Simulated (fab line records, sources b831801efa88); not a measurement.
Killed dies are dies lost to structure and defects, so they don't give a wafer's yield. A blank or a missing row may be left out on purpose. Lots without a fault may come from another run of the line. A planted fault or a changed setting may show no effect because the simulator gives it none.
Chamber matching | flow sky130 | SKY_PASSIVATION_CVD_00 on pecvd-04: 3 sister chambers
The step deposits SiO2, target thk 90 nm. 6 wafers are shown with their chamber, then 7 later ones without.

WAFERS WITH THEIR CHAMBER
wafer  | chamber | heater_power_w (W)
L083.3 | 2       | 566
L086.2 | 1       | 670
L086.4 | 0       | 822
L086.6 | 2       | 594
L087.1 | 0       | 711
L087.2 | 1       | 608

WAFERS WITHOUT THEIR CHAMBER
wafer  | heater_power_w (W)
L087.5 | 628
L090.2 | 750
L090.4 | 513
L090.5 | 825
L097.2 | 622
L097.3 | 742
L097.6 | 642

WHICH CHAMBER EACH WENT THROUGH
wafer  | from the rows above     | in truth
L087.5 | can't be placed: 1 or 2 | 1
L090.2 | can't be placed: 0 or 1 | 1
L090.4 | can't be placed: 2 or 1 | 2
L090.5 | 0                       | 0
L097.2 | can't be placed: 1 or 2 | 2
L097.3 | can't be placed: 0 or 1 | 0
L097.6 | can't be placed: 1 or 2 | 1
Placed correctly: 1 of 7. Can't be placed from these rows: 6 (the true chamber is among the candidates in 6). Placed wrongly: 0.
How it was worked out, from the rows above alone: a wafer's distance from a chamber is the root of the sum, over the readings, of the square of ((its reading less the chamber's mean) divided by the reading's scatter). The wafer belongs to the nearest chamber; if the next one is less than 2 further off, it can't be placed. A chamber's mean is the mean of its shown wafers. The scatter: the root of (the sum of the squares of (reading less its chamber's mean) over the shown wafers, divided by (wafers less chambers)).
